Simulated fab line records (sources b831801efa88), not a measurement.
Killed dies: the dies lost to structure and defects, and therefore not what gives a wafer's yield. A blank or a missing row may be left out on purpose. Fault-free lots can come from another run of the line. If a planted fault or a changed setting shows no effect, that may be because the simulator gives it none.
Matching of chambers / flow gf180mcu / pecvd-03 running GF_V4_CVD_02: 3 sister chambers
The step deposits SiO2 from TEOS, target thk 850 nm, time 94.851 s. 6 wafers are shown with their chamber, then 7 later ones without.

WAFERS WITH THEIR CHAMBER
wafer=L083.6; chamber=0; heater_power_w (W)=457; susceptor_temp_C (C)=399.68
wafer=L084.4; chamber=0; heater_power_w (W)=451; susceptor_temp_C (C)=399.56
wafer=L084.5; chamber=1; heater_power_w (W)=792; susceptor_temp_C (C)=400.12
wafer=L084.6; chamber=2; heater_power_w (W)=658; susceptor_temp_C (C)=399.88
wafer=L086.1; chamber=2; heater_power_w (W)=668; susceptor_temp_C (C)=399.97
wafer=L086.2; chamber=1; heater_power_w (W)=646; susceptor_temp_C (C)=399.80

WAFERS MISSING THEIR CHAMBER
wafer=L086.3; heater_power_w (W)=516; susceptor_temp_C (C)=400.12
wafer=L093.1; heater_power_w (W)=596; susceptor_temp_C (C)=400.20
wafer=L093.5; heater_power_w (W)=705; susceptor_temp_C (C)=399.82
wafer=L093.6; heater_power_w (W)=634; susceptor_temp_C (C)=399.79
wafer=L094.1; heater_power_w (W)=549; susceptor_temp_C (C)=400.00
wafer=L094.2; heater_power_w (W)=610; susceptor_temp_C (C)=400.05
wafer=L094.4; heater_power_w (W)=647; susceptor_temp_C (C)=399.87

WHICH CHAMBER EACH ONE RAN IN
wafer=L086.3; from the rows above=can't be placed: 2 or 1 or 0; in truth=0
wafer=L093.1; from the rows above=can't be placed: 2 or 1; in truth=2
wafer=L093.5; from the rows above=can't be placed: 1 or 2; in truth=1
wafer=L093.6; from the rows above=can't be placed: 2 or 1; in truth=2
wafer=L094.1; from the rows above=can't be placed: 2 or 1 or 0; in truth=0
wafer=L094.2; from the rows above=can't be placed: 2 or 1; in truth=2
wafer=L094.4; from the rows above=can't be placed: 2 or 1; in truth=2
Correctly placed: 0 of 7. Can't be placed from these rows: 7 (the true chamber is among the candidates in 7). Placed wrongly: 0.
How it was worked out, from the rows above alone: a wafer's distance from a chamber is the root of the sum, over the readings, of the square of ((its reading less the chamber's mean) divided by the reading's scatter). The wafer belongs to the nearest chamber; if the next one is less than 2 further off, it can't be placed. A chamber's mean is the mean of its shown wafers. The scatter: the root of (the sum of the squares of (reading less its chamber's mean) over the shown wafers, divided by (wafers less chambers)).
